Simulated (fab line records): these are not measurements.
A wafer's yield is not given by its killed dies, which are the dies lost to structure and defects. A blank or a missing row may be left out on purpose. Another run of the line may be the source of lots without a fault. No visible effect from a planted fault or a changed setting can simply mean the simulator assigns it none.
What tool caused it? || flow sky130 || 14 lots with 42 wafers sampled at 3 steps, on a route of 708 steps

== WHAT THE GAUGES READ, wafer by wafer ==
SKY_LI_CONTACT_RS_MEAS_22: measurement is done with a four-point probe.
{"lot": "L315", "measured": "day 28 15:56", "on": "film-metro-03", "LI_CONTACT_W_RS (ohm/sq)": "0.288 0.291 0.292"}
{"lot": "L317", "measured": "day 29 18:23", "on": "film-metro-02", "LI_CONTACT_W_RS (ohm/sq)": "0.281 0.283 0.283"}
{"lot": "L319", "measured": "day 30 01:56", "on": "film-metro-01", "LI_CONTACT_W_RS (ohm/sq)": "0.293 0.287 0.284"}
{"lot": "L320", "measured": "day 30 12:16", "on": "film-metro-01", "LI_CONTACT_W_RS (ohm/sq)": "0.281 0.286 0.289"}
{"lot": "L321", "measured": "day 32 11:59", "on": "film-metro-02", "LI_CONTACT_W_RS (ohm/sq)": "0.285 0.276 0.281"}
{"lot": "L322", "measured": "day 32 12:24", "on": "film-metro-03", "LI_CONTACT_W_RS (ohm/sq)": "0.283 0.279 0.282"}
{"lot": "L323", "measured": "day 32 13:32", "on": "film-metro-02", "LI_CONTACT_W_RS (ohm/sq)": "0.287 0.289 0.282"}
{"lot": "L325", "measured": "day 32 14:14", "on": "film-metro-01", "LI_CONTACT_W_RS (ohm/sq)": "0.278 0.280 0.282"}
{"lot": "L324", "measured": "day 32 16:00", "on": "film-metro-03", "LI_CONTACT_W_RS (ohm/sq)": "0.279 0.285 0.280"}
{"lot": "L331", "measured": "day 34 08:01", "on": "film-metro-01", "LI_CONTACT_W_RS (ohm/sq)": "0.286 0.264 0.267"}
{"lot": "L333", "measured": "day 36 04:23", "on": "film-metro-03", "LI_CONTACT_W_RS (ohm/sq)": "0.288 0.267 0.268"}
{"lot": "L335", "measured": "day 36 08:26", "on": "film-metro-03", "LI_CONTACT_W_RS (ohm/sq)": "0.282 0.282 0.280"}
{"lot": "L336", "measured": "day 36 10:17", "on": "film-metro-01", "LI_CONTACT_W_RS (ohm/sq)": "0.277 0.277 0.278"}
{"lot": "L337", "measured": "day 36 12:14", "on": "film-metro-02", "LI_CONTACT_W_RS (ohm/sq)": "0.280 0.279 0.279"}

SKY_LI_CONTACT_THK_MEAS_23: measures by xrf.
{"lot": "L315", "measured": "day 28 16:04", "on": "film-metro-03", "LI_CONTACT_W_THK (nm)": "398 393 389"}
{"lot": "L317", "measured": "day 29 18:31", "on": "film-metro-02", "LI_CONTACT_W_THK (nm)": "403 400 404"}
{"lot": "L319", "measured": "day 30 02:04", "on": "film-metro-01", "LI_CONTACT_W_THK (nm)": "390 397 401"}
{"lot": "L320", "measured": "day 30 12:23", "on": "film-metro-01", "LI_CONTACT_W_THK (nm)": "405 398 395"}
{"lot": "L321", "measured": "day 32 12:07", "on": "film-metro-02", "LI_CONTACT_W_THK (nm)": "393 408 398"}
{"lot": "L322", "measured": "day 32 12:29", "on": "film-metro-03", "LI_CONTACT_W_THK (nm)": "401 404 401"}
{"lot": "L323", "measured": "day 32 13:40", "on": "film-metro-02", "LI_CONTACT_W_THK (nm)": "389 391 399"}
{"lot": "L325", "measured": "day 32 14:22", "on": "film-metro-01", "LI_CONTACT_W_THK (nm)": "415 405 410"}
{"lot": "L324", "measured": "day 32 16:07", "on": "film-metro-03", "LI_CONTACT_W_THK (nm)": "403 399 404"}
{"lot": "L331", "measured": "day 34 08:07", "on": "film-metro-01", "LI_CONTACT_W_THK (nm)": "397 430 424"}
{"lot": "L333", "measured": "day 36 04:29", "on": "film-metro-03", "LI_CONTACT_W_THK (nm)": "396 428 429"}
{"lot": "L335", "measured": "day 36 08:34", "on": "film-metro-03", "LI_CONTACT_W_THK (nm)": "406 404 412"}
{"lot": "L336", "measured": "day 36 10:23", "on": "film-metro-01", "LI_CONTACT_W_THK (nm)": "413 416 412"}
{"lot": "L337", "measured": "day 36 12:21", "on": "film-metro-02", "LI_CONTACT_W_THK (nm)": "405 405 402"}

== TOOL THAT RAN EACH LOT (tool first, then ch and the chambers of the sampled wafers, then the start) ==
{"lot": "L315", "SKY_LI_CONTACT_CVD_21": "cvd-w-02 ch 0,1, day 28 15:49"}
{"lot": "L317", "SKY_LI_CONTACT_CVD_21": "cvd-w-01 ch 0,1, day 29 18:16"}
{"lot": "L319", "SKY_LI_CONTACT_CVD_21": "cvd-w-02 ch 0,1, day 30 01:49"}
{"lot": "L320", "SKY_LI_CONTACT_CVD_21": "cvd-w-02 ch 1, day 30 12:08"}
{"lot": "L321", "SKY_LI_CONTACT_CVD_21": "cvd-w-01 ch 0,1, day 32 11:52"}
{"lot": "L322", "SKY_LI_CONTACT_CVD_21": "cvd-w-01 ch 0,1, day 32 12:16"}
{"lot": "L323", "SKY_LI_CONTACT_CVD_21": "cvd-w-02 ch 0,1, day 32 13:25"}
{"lot": "L325", "SKY_LI_CONTACT_CVD_21": "cvd-w-01 ch 0,1, day 32 14:07"}
{"lot": "L324", "SKY_LI_CONTACT_CVD_21": "cvd-w-01 ch 0,1, day 32 15:53"}
{"lot": "L331", "SKY_LI_CONTACT_CVD_21": "cvd-w-02 ch 0,1, day 34 07:52"}
{"lot": "L333", "SKY_LI_CONTACT_CVD_21": "cvd-w-02 ch 0,1, day 36 04:14"}
{"lot": "L335", "SKY_LI_CONTACT_CVD_21": "cvd-w-01 ch 0,1, day 36 08:19"}
{"lot": "L336", "SKY_LI_CONTACT_CVD_21": "cvd-w-01 ch 0,1, day 36 10:10"}
{"lot": "L337", "SKY_LI_CONTACT_CVD_21": "cvd-w-01 ch 0,1, day 36 12:05"}
- SKY_LI_CONTACT_CVD_21: deposits W, target thk 400 nm, time 120.56 s.

== AS READ BY THE TOOLS THEMSELVES (means over the sampled wafers that have a number; for cases with no such wafer, the mark the record gives instead) ==
SKY_LI_CONTACT_CVD_21.
{"lot": "L315", "tool": "cvd-w-02", "heater-power-w (W)": 800, "susceptor-temp-C (C)": 399.84}
{"lot": "L317", "tool": "cvd-w-01", "heater-power-w (W)": 796, "susceptor-temp-C (C)": 399.79}
{"lot": "L319", "tool": "cvd-w-02", "heater-power-w (W)": 806, "susceptor-temp-C (C)": 399.80}
{"lot": "L320", "tool": "cvd-w-02", "heater-power-w (W)": 826, "susceptor-temp-C (C)": 400.35}
{"lot": "L321", "tool": "cvd-w-01", "heater-power-w (W)": 857, "susceptor-temp-C (C)": 400.12}
{"lot": "L322", "tool": "cvd-w-01", "heater-power-w (W)": 864, "susceptor-temp-C (C)": 399.89}
{"lot": "L323", "tool": "cvd-w-02", "heater-power-w (W)": 805, "susceptor-temp-C (C)": 399.86}
{"lot": "L325", "tool": "cvd-w-01", "heater-power-w (W)": 864, "susceptor-temp-C (C)": 399.93}
{"lot": "L324", "tool": "cvd-w-01", "heater-power-w (W)": 880, "susceptor-temp-C (C)": 400.05}
{"lot": "L331", "tool": "cvd-w-02", "heater-power-w (W)": 822, "susceptor-temp-C (C)": 402.80}
{"lot": "L333", "tool": "cvd-w-02", "heater-power-w (W)": 812, "susceptor-temp-C (C)": 403.02}
{"lot": "L335", "tool": "cvd-w-01", "heater-power-w (W)": 786, "susceptor-temp-C (C)": 400.05}
{"lot": "L336", "tool": "cvd-w-01", "heater-power-w (W)": 791, "susceptor-temp-C (C)": 399.89}
{"lot": "L337", "tool": "cvd-w-01", "heater-power-w (W)": 794, "susceptor-temp-C (C)": 399.93}

== THE ANSWER, worked out from the rows above alone ==
Rule: usual is defined by the lots themselves. Put in order of their means at a reading, lots are off if they are a third of the lots or fewer, leave a main group of 4 or more, and stand apart from it by a gap of 3 or more times the standard deviation of the main group's means; of several such gaps the widest counts. A main group is skipped when, at the precision printed for the reading in the tables above, its means are all equal. Also off: a lot with no number at a reading for which 4 or more lots have one. The other lots that the step has rows for count as sound. First the gauges in route order, then the tools' own readings, where a lot's mean is used as printed above. At the first step where some lot is off, the reading lying furthest off is the one used; lots without a number count as furthest.
Off, at SKY_LI_CONTACT_CVD_21 on susceptor-temp-C: L331, L333. The main group has a mean of 399.96 C with a standard deviation of 0.15.
A tool fits if, at that step or a process step before it, it ran every lot that is off, and no sound lot after the first of them. One fits: cvd-w-02 at SKY_LI_CONTACT_CVD_21. A fault onset in the window from L323 (day 32 13:25, its last sound lot) to L331 (day 34 07:52, its first lot off) fits.
On the lots that are off, the tool's own readings at SKY_LI_CONTACT_CVD_21 differ by more than 5 times the standard deviation of the sound lots' means, which bears it out; susceptor-temp-C reads 402.91 C there versus 399.96 C on the sound lots.

== WHAT THE SIMULATOR PUT IN ==
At SKY_LI_CONTACT_CVD_21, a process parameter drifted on cvd-w-02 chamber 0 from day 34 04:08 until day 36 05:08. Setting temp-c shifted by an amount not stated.
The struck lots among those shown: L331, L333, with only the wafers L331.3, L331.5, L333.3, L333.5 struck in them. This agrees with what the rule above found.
